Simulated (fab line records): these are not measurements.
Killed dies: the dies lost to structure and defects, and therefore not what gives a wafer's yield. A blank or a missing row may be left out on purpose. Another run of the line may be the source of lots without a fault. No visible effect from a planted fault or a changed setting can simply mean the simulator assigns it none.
fab line records -- flow sky130
record: lots: 13, wafers: 37, last-day: 49
route steps=708 shown VT_ADJUST_HVTP@96 VT_ADJUST_HVTR@138 POLY_GATE@205 RES_PROTECT@210
lots untouched by any fault: they come from a run of this same line in which no faults occurred
start-h: hours from the record's opening day to when the first of the lot's shown wafers began -- wait-h: hours elapsed since this lot's preceding step -- " unchanged from the row above -- L1.1+2: a row that stands for several wafers -- - no value, or no start given -- * or withheld: withheld -- < > ~ a bound
route shown NAME@n: a module of which the file shows steps, and the number in the route of the first -- usual: mean/standard deviation taken from wafers without a fault -- same: alike in all rows -- chamber/n: place in a boat -- sites: each site's reading -- _std_site: the values' standard deviation -- _edge_site: outer sites' mean less inner sites' -- radius-mm: for every site, how far away it sits from the centre of the wafer -- mask NAME#n: copy n -- behind: the last tool/chamber to shape the wafer -- hold: cause of the lot's hold/its duration in hours/its outcome -- device: transistor that didn't switch, given as n, p or np -- end of line: tests of these same wafers at the route's end -- for a step that has no rows: nothing shown but its recipe -- killed: not the wafer's yield, but the dies lost to structure and defects at the first sort -- map: a wafer's dies, x killed, . not, _ none there
set.NAME: the setting as run; set.NAME@STEP: as run at that earlier step -- model.NAME: the simulator's own value behind a step, which no gauge read
the route's steps for a sample of lots (tables are steps, rows are wafers)
== steps ==
step: SKY_VT_ADJUST_HVTP_TW_MEAS_11
usual: VT_ADJUST_HVTP_TW: 1350/13
lot.wafer,tool,chamber,start-h,wait-h,VT_ADJUST_HVTP_TW
L469.1,film-metro-03,-,132.65,0.1,1348
L469.4,film-metro-03,-,132.65,0.1,1358
L469.6,film-metro-03,-,132.65,0.1,1350
L470.2,film-metro-01,-,139.35,0.1,1338
L470.4,film-metro-01,-,139.35,0.1,1335
L470.5,film-metro-01,-,139.35,0.1,1331
L471.1,film-metro-02,-,141.05,0.1,1366
L471.2,film-metro-02,-,141.05,0.1,1374
L471.6,film-metro-02,-,141.05,0.1,1373
L472.3,film-metro-01,-,147.61,0.1,1344
L472.4,film-metro-01,-,147.61,0.1,1332
L472.5,film-metro-01,-,147.61,0.1,1339
L475.2,film-metro-03,-,160.85,0.1,1346
L475.3,film-metro-03,-,160.85,0.1,1346
L476.1,film-metro-02,-,169.24,0.1,1376
L476.3,film-metro-02,-,169.24,0.1,1369
L476.5,film-metro-02,-,169.24,0.1,1381
L477.1,film-metro-01,-,177.80,0.1,1336
L477.5,film-metro-01,-,177.80,0.1,1335
L480.2,film-metro-02,-,192.00,0.1,1376
L480.5,film-metro-02,-,192.00,0.1,1371
L480.6,film-metro-02,-,192.00,0.1,1377
L481.4,film-metro-01,-,203.67,0.1,1338
L481.5,film-metro-01,-,203.67,0.1,1352
L481.6,film-metro-01,-,203.67,0.1,1343
L482.1,film-metro-03,-,212.20,0.1,1348
L482.2,film-metro-03,-,212.20,0.1,1350
L482.6,film-metro-03,-,212.20,0.1,1346
L483.2,film-metro-01,-,220.05,0.1,1347
L483.4,film-metro-01,-,220.05,0.1,1348
L483.5,film-metro-01,-,220.05,0.1,1340
L484.3,film-metro-01,-,222.21,0.1,1345
L484.4,film-metro-01,-,222.21,0.1,1343
L484.5,film-metro-01,-,222.21,0.1,1345
L485.1,film-metro-03,-,225.44,0.1,1351
L485.4,film-metro-03,-,225.44,0.1,1354
L485.6,film-metro-03,-,225.44,0.1,1357
step: SKY_VT_ADJUST_HVTR_CD_MEAS_07
recipe: target-cd-nm: 380
usual: cd-nm: 380.8/2.2
lot.wafer,tool,chamber,start-h,wait-h,cd-nm
L469.1,cd-sem-01,-,217.91,0.1,382.8
L469.4,cd-sem-01,-,217.91,0.1,382.2
L469.6,cd-sem-01,-,217.91,0.1,383.7
L470.2,cd-sem-01,-,225.78,0.1,382.9
L470.4,cd-sem-01,-,225.78,0.1,384.7
L470.5,cd-sem-01,-,225.78,0.1,381.9
L471.1,cd-sem-02,-,227.75,0.1,379.1
L471.2,cd-sem-02,-,227.75,0.1,380.0
L471.6,cd-sem-02,-,227.75,0.1,379.8
L472.3,cd-sem-01,-,235.75,0.1,382.9
L472.4,cd-sem-01,-,235.75,0.1,379.7
L472.5,cd-sem-01,-,235.75,0.1,382.2
L475.2,cd-sem-02,-,251.32,0.1,384.0
L475.3,cd-sem-02,-,251.32,0.1,382.4
L476.1,cd-sem-02,-,261.03,0.1,378.8
L476.3,cd-sem-02,-,261.03,0.1,379.7
L476.5,cd-sem-02,-,261.03,0.1,381.2
L477.1,cd-sem-01,-,272.88,0.1,377.7
L477.5,cd-sem-01,-,272.88,0.1,379.3
L480.2,cd-sem-01,-,289.33,0.1,380.4
L480.5,cd-sem-01,-,289.33,0.1,379.5
L480.6,cd-sem-01,-,289.33,0.1,380.9
L481.4,cd-sem-01,-,303.81,0.1,380.5
L481.5,cd-sem-01,-,303.81,0.1,380.1
L481.6,cd-sem-01,-,303.81,0.1,380.7
L482.1,cd-sem-01,-,313.25,0.1,377.7
L482.2,cd-sem-01,-,313.25,0.1,376.5
L482.6,cd-sem-01,-,313.25,0.1,376.6
L483.2,cd-sem-01,-,320.97,0.1,382.6
L483.4,cd-sem-01,-,320.97,0.1,382.2
L483.5,cd-sem-01,-,320.97,0.1,380.3
L484.3,cd-sem-02,-,324.49,0.1,381.9
L484.4,cd-sem-02,-,324.49,0.1,383.7
L484.5,cd-sem-02,-,324.49,0.1,380.3
L485.1,cd-sem-01,-,328.08,0.1,379.3
L485.4,cd-sem-01,-,328.08,0.1,382.8
L485.6,cd-sem-01,-,328.08,0.1,382.2
step: SKY_POLY_GATE_THK_MEAS_01
recipe: reads: poly-Si_of_POLY_GATE_CVD_00
usual: POLY_GATE_CVD_00_THK: 181.1/1.4
lot.wafer,tool,chamber,start-h,wait-h,POLY_GATE_CVD_00_THK[nm]
L469.1,film-metro-03,-,334.84,0.0,182.7
L469.4,film-metro-03,-,334.84,0.0,182.3
L469.6,film-metro-03,-,334.84,0.0,182.3
L471.1,film-metro-02,-,342.39,0.0,180.5
L471.2,film-metro-02,-,342.39,0.0,181.5
L471.6,film-metro-02,-,342.39,0.0,181.2
L470.2,film-metro-02,-,344.20,0.0,183.6
L470.4,film-metro-02,-,344.20,0.0,182.0
L470.5,film-metro-02,-,344.20,0.0,181.4
L472.3,film-metro-01,-,353.06,0.0,180.7
L472.4,film-metro-01,-,353.06,0.0,181.0
L472.5,film-metro-01,-,353.06,0.0,179.1
L475.2,film-metro-03,-,370.12,0.0,178.7
L475.3,film-metro-03,-,370.12,0.0,178.6
L476.1,film-metro-01,-,385.61,0.0,181.0
L476.3,film-metro-01,-,385.61,0.0,179.5
L476.5,film-metro-01,-,385.61,0.0,179.3
L477.1,film-metro-02,-,394.91,0.0,181.7
L477.5,film-metro-02,-,394.91,0.0,182.3
L480.2,film-metro-01,-,412.10,0.0,183.1
L480.5,film-metro-01,-,412.10,0.0,181.9
L480.6,film-metro-01,-,412.10,0.0,181.7
L481.4,film-metro-01,-,427.13,0.0,180.1
L481.5,film-metro-01,-,427.13,0.0,181.3
L481.6,film-metro-01,-,427.13,0.0,180.2
L482.1,film-metro-02,-,440.23,0.0,182.9
L482.2,film-metro-02,-,440.23,0.0,179.8
L482.6,film-metro-02,-,440.23,0.0,183.0
L483.2,film-metro-01,-,447.29,0.0,179.9
L483.4,film-metro-01,-,447.29,0.0,180.6
L483.5,film-metro-01,-,447.29,0.0,178.6
L484.3,film-metro-01,-,455.90,0.0,184.1
L484.4,film-metro-01,-,455.90,0.0,183.8
L484.5,film-metro-01,-,455.90,0.0,182.0
L485.1,film-metro-03,-,457.08,0.0,181.3
L485.4,film-metro-03,-,457.08,0.0,181.3
L485.6,film-metro-03,-,457.08,0.0,181.9
step: SKY_RES_PROTECT_EXPOSE_04
recipe: mask-id: RPM, na: 0.6, source-shape: conventional, sigma-outer: 0.6, polarization: unpolarized, target-cd-nm: 1270, dose-mj: 131
lot.wafer,tool,chamber,start-h,wait-h,mask
L469.1+4+6,iline-stepper-02,0,348.77,-,RPM#0
L471.1+2+6,iline-stepper-02,0,356.00,-,RPM#0
L470.2+4+5,iline-stepper-01,0,358.47,-,RPM#0
L472.3+4+5,iline-stepper-02,0,367.44,-,RPM#0
L475.2+3,iline-stepper-02,0,384.55,-,RPM#0
L476.1+3+5,iline-stepper-02,0,399.78,-,RPM#0
L477.1+5,iline-stepper-01,0,409.82,-,RPM#0
L480.2+5+6,iline-stepper-02,0,426.69,-,RPM#0
L481.4+5+6,iline-stepper-01,0,441.96,-,RPM#0
L482.1+2+6,iline-stepper-02,0,456.40,-,RPM#0
L483.2+4+5,iline-stepper-02,0,462.62,-,TUNM#0
L484.3+4+5,iline-stepper-02,0,471.17,-,RPM#0
L485.1+4+6,iline-stepper-02,0,472.38,-,RPM#0
step: SKY_RES_PROTECT_TW_MEAS_08
usual: POLY_GATE_TW: 4053/37
lot.wafer,tool,chamber,start-h,wait-h,POLY_GATE_TW
L469.1,film-metro-04,-,363.03,0.1,4085
L469.4,film-metro-04,-,363.03,0.1,4103
L469.6,film-metro-04,-,363.03,0.1,4094
L471.1,film-metro-04,-,369.98,0.1,4074
L471.2,film-metro-04,-,369.98,0.1,4102
L471.6,film-metro-04,-,369.98,0.1,4080
L470.2,film-metro-03,-,372.66,0.1,4039
L470.4,film-metro-03,-,372.66,0.1,4032
L470.5,film-metro-03,-,372.66,0.1,4037
L472.3,film-metro-03,-,382.00,0.1,4058
L472.4,film-metro-03,-,382.00,0.1,4023
L472.5,film-metro-03,-,382.00,0.1,4037
L475.2,film-metro-01,-,398.91,0.1,4050
L475.3,film-metro-01,-,398.91,0.1,4047
L476.1,film-metro-03,-,414.48,0.1,3988
L476.3,film-metro-03,-,414.48,0.1,3987
L476.5,film-metro-03,-,414.48,0.1,4017
L477.1,film-metro-03,-,425.08,0.1,3991
L477.5,film-metro-03,-,425.08,0.1,4025
L480.2,film-metro-04,-,441.61,0.1,4095
L480.5,film-metro-04,-,441.61,0.1,4119
L480.6,film-metro-04,-,441.61,0.1,4109
L481.4,film-metro-01,-,458.21,0.1,4076
L481.5,film-metro-01,-,458.21,0.1,4069
L481.6,film-metro-01,-,458.21,0.1,4062
L482.1,film-metro-03,-,471.90,0.1,4060
L482.2,film-metro-03,-,471.90,0.1,4066
L482.6,film-metro-03,-,471.90,0.1,4067
L483.2,film-metro-03,-,478.09,0.1,30
L483.4,film-metro-03,-,478.09,0.1,30
L483.5,film-metro-03,-,478.09,0.1,30
L484.3,film-metro-04,-,487.05,0.1,4075
L484.4,film-metro-04,-,487.05,0.1,4086
L484.5,film-metro-04,-,487.05,0.1,4075
L485.1,film-metro-04,-,488.15,0.1,4076
L485.4,film-metro-04,-,488.15,0.1,4078
L485.6,film-metro-04,-,488.15,0.1,4059
== key ==
first-sign: step: SKY_RES_PROTECT_EXPOSE_04, reading: mask, direction: changed
effect: step: SKY_RES_PROTECT_TW_MEAS_08, reading: POLY_GATE_TW, direction: down, sigmas: 99+, usual: 4053, struck: 30
met-at SKY_RES_PROTECT_EXPOSE_04
struck-lots L483
tester-left-out L483
not-acting-at SKY_VT_ADJUST_HVTP_TW_MEAS_11,SKY_VT_ADJUST_HVTR_CD_MEAS_07,SKY_POLY_GATE_THK_MEAS_01
onset-between 456.40 462.62
fault: kind: wrong-mask, tool: any, chamber: -, onset-h: 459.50, steps: SKY_RES_PROTECT_EXPOSE_04, aux-copy: TUNM#0, scope: struck-lots-only
tester-left-out: of these lots the tester's yield and bins aren't shown, on N5 and GAA mostly nor the transistor test; their killed dies are dies lost to structure and defects alone, not to doping, threshold or leakage, so they don't give the yield
